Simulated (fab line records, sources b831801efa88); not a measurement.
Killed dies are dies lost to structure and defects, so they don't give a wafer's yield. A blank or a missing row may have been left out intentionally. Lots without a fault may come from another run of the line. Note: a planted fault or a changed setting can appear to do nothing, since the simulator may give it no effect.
Which tool is to blame? -- flow gf180mcu -- 21 wafers sampled from 7 lots at 1 step of a route of 602

== WHAT THE GAUGES READ, wafer by wafer ==
GF_M2_THK_MEAS_06: measures by xrf.
lot,measured,on,M2_ALCU_THK (nm)
L198,day 18 19:51,film-metro-03,454 449 450
L202,day 20 03:22,film-metro-01,450 448 460
L205,day 21 07:08,film-metro-01,451 448 452
L209,day 22 23:28,film-metro-03,454 457 454
L215,day 24 15:44,film-metro-03,455 455 457
L218,day 25 18:13,film-metro-04,463 458 460
L220,day 26 01:38,film-metro-03,439 450 447

== EACH LOT AND THE TOOL THAT RAN IT (in order: tool; ch and the chambers of the sampled wafers; start) ==
No process step before these readings appears in the record.

== THE ANSWER, worked out from the rows above alone ==
Rule: the lots themselves supply what counts as usual. Put in order of their means at a reading, lots are off if they are a third of the lots or fewer, leave a main group of 4 or more, and stand apart from it by a gap of 3 or more times the standard deviation of the main group's means; of several such gaps the widest counts. A main group whose means are all the same, to the digits that the tables above print for the reading, isn't used. A lot without any number at a reading at which 4 lots or more have one is off too. All remaining lots with rows at the step are treated as sound.
No lot is off at any reading shown: from this, nothing can be told.

== WHAT THE SIMULATOR HAD PUT IN ==
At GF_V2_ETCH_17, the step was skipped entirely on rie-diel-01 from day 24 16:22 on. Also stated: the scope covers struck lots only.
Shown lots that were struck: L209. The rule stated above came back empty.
